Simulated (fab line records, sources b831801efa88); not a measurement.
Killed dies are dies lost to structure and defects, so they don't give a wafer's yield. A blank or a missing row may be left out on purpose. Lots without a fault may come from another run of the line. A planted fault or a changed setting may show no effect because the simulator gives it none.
Which tool did it? | flow sky130 | 13 lots, 39 wafers sampled, at 2 steps of a route of 708

WHAT THE GAUGES READ, wafer by wafer
SKY_VT_ADJUST_HVTR_TW_MEAS_11.
lot  | measured     | on            | VT_ADJUST_HVTR_TW
L874 | day 9 07:10  | film_metro-03 | 211.7 212.2 212.5
L878 | day 10 15:22 | film_metro-03 | 212.1 211.5 211.7
L880 | day 11 05:27 | film_metro-03 | 213.0 213.5 213.3
L885 | day 12 20:49 | film_metro-02 | 209.8 209.1 209.5
L883 | day 12 21:55 | film_metro-01 | 211.1 210.8 210.9
L887 | day 13 18:00 | film_metro-02 | 211.7 211.1 211.5
L889 | day 14 02:13 | film_metro-02 | 210.1 208.5 209.2
L891 | day 14 11:21 | film_metro-01 | 210.2 210.1 210.4
L893 | day 15 07:32 | film_metro-02 | 209.1 211.3 208.9
L894 | day 15 12:34 | film_metro-03 | 213.8 212.5 213.0
L895 | day 15 15:19 | film_metro-03 | 213.3 212.6 213.6
L896 | day 16 09:47 | film_metro-03 | 212.9 214.5 212.8
L897 | day 16 18:59 | film_metro-01 | 211.5 212.5 211.4

WHICH TOOL RAN EACH LOT (tool, then ch and the chambers of the sampled wafers, then the start)
lot  | SKY_VT_ADJUST_LVTN_STRIP_20
L874 | plasma_asher-01 ch 0,1, day 7 15:13
L878 | plasma_asher-01 ch 0,1, day 8 19:04
L880 | plasma_asher-01 ch 0,1, day 9 08:22
L885 | plasma_asher-03 ch 0,1, day 10 21:22
L883 | plasma_asher-03 ch 0,1, day 10 22:22
L887 | plasma_asher-02 ch 0,1, day 11 16:46
L889 | plasma_asher-01 ch 0,1, day 11 23:40
L891 | plasma_asher-02 ch 1, day 12 07:40
L893 | plasma_asher-01 ch 0,1, day 13 03:28
L894 | plasma_asher-03 ch 0,1, day 13 07:25
L895 | plasma_asher-02 ch 0,1, day 13 11:17
L896 | plasma_asher-03 ch 0,1, day 14 03:47
L897 | plasma_asher-03 ch 0,1, day 14 12:27
- SKY_VT_ADJUST_LVTN_STRIP_20: strips in O2/N2.

WHAT THE TOOLS THEMSELVES READ (means of the sampled wafers that have a number; where no wafer has one, the mark that the record gives instead)
SKY_VT_ADJUST_LVTN_STRIP_20.
lot  | tool            | drypump_motor_current_A (A) | oes_product_au (a.u.) | strip_time_to_endpoint_s (s)
L874 | plasma_asher-01 | 5.5                         | 0.715                 | 14.18
L878 | plasma_asher-01 | 5.7                         | 0.717                 | 14.20
L880 | plasma_asher-01 | 5.6                         | 0.716                 | 14.17
L885 | plasma_asher-03 | 5.9                         | 0.715                 | 14.16
L883 | plasma_asher-03 | 5.9                         | 0.720                 | 14.18
L887 | plasma_asher-02 | 5.0                         | 0.714                 | 14.16
L889 | plasma_asher-01 | 5.6                         | 0.716                 | 14.18
L891 | plasma_asher-02 | 4.9                         | 0.716                 | 14.17
L893 | plasma_asher-01 | 5.6                         | 0.712                 | 14.17
L894 | plasma_asher-03 | 5.9                         | 0.715                 | 14.14
L895 | plasma_asher-02 | 4.9                         | 0.716                 | 14.14
L896 | plasma_asher-03 | 6.0                         | 0.713                 | 14.21
L897 | plasma_asher-03 | 5.9                         | 0.720                 | 14.16

THE ANSWER, worked out from the rows above alone
Rule: what is usual is taken from the lots themselves. Put in order of their means at a reading, lots are off if they are a third of the lots or fewer, leave a main group of 4 or more, and stand apart from it by a gap of 3 or more times the standard deviation of the main group's means; of several such gaps the widest counts. A main group whose means are all the same, to the digits that the tables above print for the reading, isn't used. A lot without any number at a reading at which 4 lots or more have one is off too. The other lots that the step has rows for count as sound. The gauges are gone through in route order, then the tools' own readings, and for those a lot's mean is taken as printed above. The first step at which some lot is off is used, and at that step the reading that is off furthest; a lot without a number counts as furthest.
No lot is off at any reading shown: from this, nothing can be told.

WHAT THE SIMULATOR HAD PUT IN
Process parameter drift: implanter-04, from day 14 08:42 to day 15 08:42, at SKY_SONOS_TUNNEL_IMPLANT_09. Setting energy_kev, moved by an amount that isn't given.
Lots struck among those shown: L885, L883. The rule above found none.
